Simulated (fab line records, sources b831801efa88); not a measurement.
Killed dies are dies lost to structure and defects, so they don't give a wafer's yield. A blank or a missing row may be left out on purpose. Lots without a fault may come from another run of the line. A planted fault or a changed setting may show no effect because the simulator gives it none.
One fault seen from 2 desks | flow sky130 | each desk has only its own numbers; what lay behind them comes last

THE TOOL OWNER'S DESK: pecvd-03
The tool's own readings at SKY_PASSIVATION_CVD_00 (deposits SiO2, target thk 90 nm): means of the sampled wafers that have a number, for each lot that ran on this tool. A lot is out of limits, marked OUT, if its mean lies more than 4 standard deviations from the usual mean; the brackets give that distance.
Columns: A = heater_power_w at SKY_PASSIVATION_CVD_00, usual 633 W; B = rf_fwd_power_W at SKY_PASSIVATION_CVD_00, usual 588 W; C = susceptor_temp_C at SKY_PASSIVATION_CVD_00, usual 399.99 C
lot  | first seen here | A   | B   | C
L912 | day 45 08:31    | 683 | 586 | 399.90
L915 | day 46 09:02    | 713 | 585 | 399.75
L920 | day 47 07:23    | 653 | 585 | 400.17
This desk's finding: nothing out of limits on any of the 3 lots.

THE METROLOGY DESK
What the gauges read, lot by lot, whatever tool the lot ran on: means of the sampled wafers that have a number. A lot is out of limits, marked OUT, if its mean lies more than 4 standard deviations from the usual mean; the brackets give that distance.
Columns: A = VIA4_W_THK at SKY_VIA4_THK_MEAS_20, usual 494 nm; B = PASSIVATION_CVD_00_THK at SKY_PASSIVATION_THK_MEAS_01, usual 90.1 nm; C = PASSIVATION_CVD_02_THK at SKY_PASSIVATION_THK_MEAS_03, usual 542 nm
lot  | first seen here | A   | B               | C
L909 | day 44 03:44    | 484 | 90.3            | 530
L911 | day 44 07:56    | 496 | 90.3            | 541
L912 | day 44 09:12    | 506 | 90.6            | 550
L913 | day 44 16:17    | 478 | 91.2            | 539
L915 | day 45 10:28    | 483 | 89.5            | 538
L920 | day 46 09:14    | 493 | 114.2 (+19) OUT | 549
L922 | day 46 13:26    | 494 | 90.2            | 547
L924 | day 47 01:45    | 496 | 89.1            | 535
L926 | day 47 11:27    | 481 | 89.5            | 543
L927 | day 47 18:08    | 490 | 90.4            | 535
L929 | day 48 10:13    | 505 | 88.2            | 545
This desk's finding: out of limits on L920; first on L920, day 47 07:24 (PASSIVATION_CVD_00_THK at SKY_PASSIVATION_THK_MEAS_01). In limits: L909, L911, L912, L913, L915, L922, L924, L926, L927, L929.

PUT TOGETHER
The metrology desk could have raised an alarm at day 47 07:24, on L920.
The tool owner's desk saw nothing out of limits.
The tool owner's desk has L920 on record, within its limits.
Of the lots named, all ran SKY_PASSIVATION_CVD_00 on pecvd-03.

WHAT THE SIMULATOR HAD PUT IN
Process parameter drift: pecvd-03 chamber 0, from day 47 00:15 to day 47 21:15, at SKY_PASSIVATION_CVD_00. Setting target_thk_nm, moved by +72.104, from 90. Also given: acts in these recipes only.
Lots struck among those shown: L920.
Hours from the fault's start to each desk's first reading out of limits: the metrology desk, 7.
